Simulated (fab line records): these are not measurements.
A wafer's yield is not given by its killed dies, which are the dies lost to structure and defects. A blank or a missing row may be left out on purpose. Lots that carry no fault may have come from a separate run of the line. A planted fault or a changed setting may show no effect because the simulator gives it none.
Problem report in the 8D (eight disciplines) form, filled by code ; flow gf180mcu ; the parts of the form that need people (team, actions taken, sign-off) are left out

1. WHAT IS WRONG
Mean of cathode_dc_power_W at GF_TOP_METAL_SPUTTER_04: 3662.5 W across 3 wafers in 2 lots; on wafers with no fault it is 6500.0 W (standard deviation 1.1). That is -99 or more standard deviations from the usual mean.
The step: material TiN, target thk 25 nm, time 20.8 s.
Earliest sighting: wafer L430.3 on pvd_sputter-02 at day 32 01:10. Wafers with a number at this step in the record: 18, from 6 lots. Rule for "out", or "out of limits": more than 4 standard deviations from the usual mean. The rest of the wafers with a number are treated as sound.

2. WHAT THIS IS AND IS NOT
question;is;is not
which readings at this step;cathode_dc_power_W;chamber_pressure_pa, throttle_valve_pct
which lots;L430, L431;L414, L415, L435, L437
which wafers of those lots;L430.3, L430.6, L431.6;L430.1, L431.1, L431.5
read on which tools;pvd_sputter-02;pvd_sputter-03
when;from day 32 01:10;"up to then (7 sound wafers); but 8 sound wafers of L431, L435, L437 came after"

3. WHAT RULES OUT EACH SUSPECT
Counting: a tool at a process step up to the reading stays a suspect if it ran every lot that is out. Sound lots after the first of them don't rule it out here, since some wafers of a struck lot are sound.
- pvd_sputter-04 at GF_V5_SPUTTER_21 (material Ti, target thk 15 nm, time 80.02 s): kept. It ran every lot that is out, first L430 (day 32 00:17).
- pvd_sputter-02 at GF_TOP_METAL_SPUTTER_01 (material TiN, target thk 30 nm, time 25 s): kept. It processed each lot that is out (first: L430, day 32 01:05); up to then, its last sound lot is L415 (day 27 16:35).
- pvd_sputter-02 at GF_TOP_METAL_SPUTTER_02 (material AlCu, target thk 900 nm, time 47.82 s): kept. It processed each lot that is out (first: L430, day 32 01:07); up to then, its last sound lot is L415 (day 27 16:37).
- pvd_sputter-02 at GF_TOP_METAL_SPUTTER_03 (material Ti, target thk 5 nm, time 3.3 s): kept. It processed each lot that is out (first: L430, day 32 01:09); up to then, its last sound lot is L415 (day 27 16:40).
- pvd_sputter-02 at GF_TOP_METAL_SPUTTER_04 (material TiN, target thk 25 nm, time 20.8 s): kept. It processed each lot that is out (first: L430, day 32 01:10); up to then, its last sound lot is L415 (day 27 16:41). Its own cathode_dc_power_W readings are out on those wafers.
Left after counting: pvd_sputter-04 at GF_V5_SPUTTER_21, pvd_sputter-02 at GF_TOP_METAL_SPUTTER_01, pvd_sputter-02 at GF_TOP_METAL_SPUTTER_02, pvd_sputter-02 at GF_TOP_METAL_SPUTTER_03, pvd_sputter-02 at GF_TOP_METAL_SPUTTER_04.

4. THE CAUSE (what the simulator had put in)
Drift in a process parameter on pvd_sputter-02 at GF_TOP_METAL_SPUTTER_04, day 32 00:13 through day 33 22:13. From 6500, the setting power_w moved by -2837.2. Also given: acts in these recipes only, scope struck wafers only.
Counting leaves 5 suspects; this tool is one of them.

5. SEQUENCE OF EFFECTS, ordered by route
Rows list readings where the struck wafers' mean (over those with a number) sits beyond 3 standard deviations from the usual. Scope: only readings with a usual standard deviation given in the record; hours: median across lots of the time from each lot's start at the first step in this table that gives one to its start at this step; sigmas: change in usual standard deviations.
hours;step;reading;usual;on struck wafers;change;sigmas
0;GF_TOP_METAL_SPUTTER_04;cathode_dc_power_W;6500.0 W;3662.5;-2837.5;-99 or more
The process steps in it:
- GF_TOP_METAL_SPUTTER_04: material TiN, target thk 25 nm, time 20.8 s.
At these later measuring or inspecting steps, every struck wafer for which the step has a row has a number for every such reading, and none has moved that far: GF_TOP_METAL_RS_MEAS_05, GF_TOP_METAL_THK_MEAS_06, GF_TOP_METAL_CD_MEAS_14, GF_TOP_METAL_OVL_MEAS_15.

6. WHAT WOULD HAVE CAUGHT IT SOONER
In this record the first reading out of limits was taken at day 32 01:10, 1 hour after the fault began at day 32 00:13.
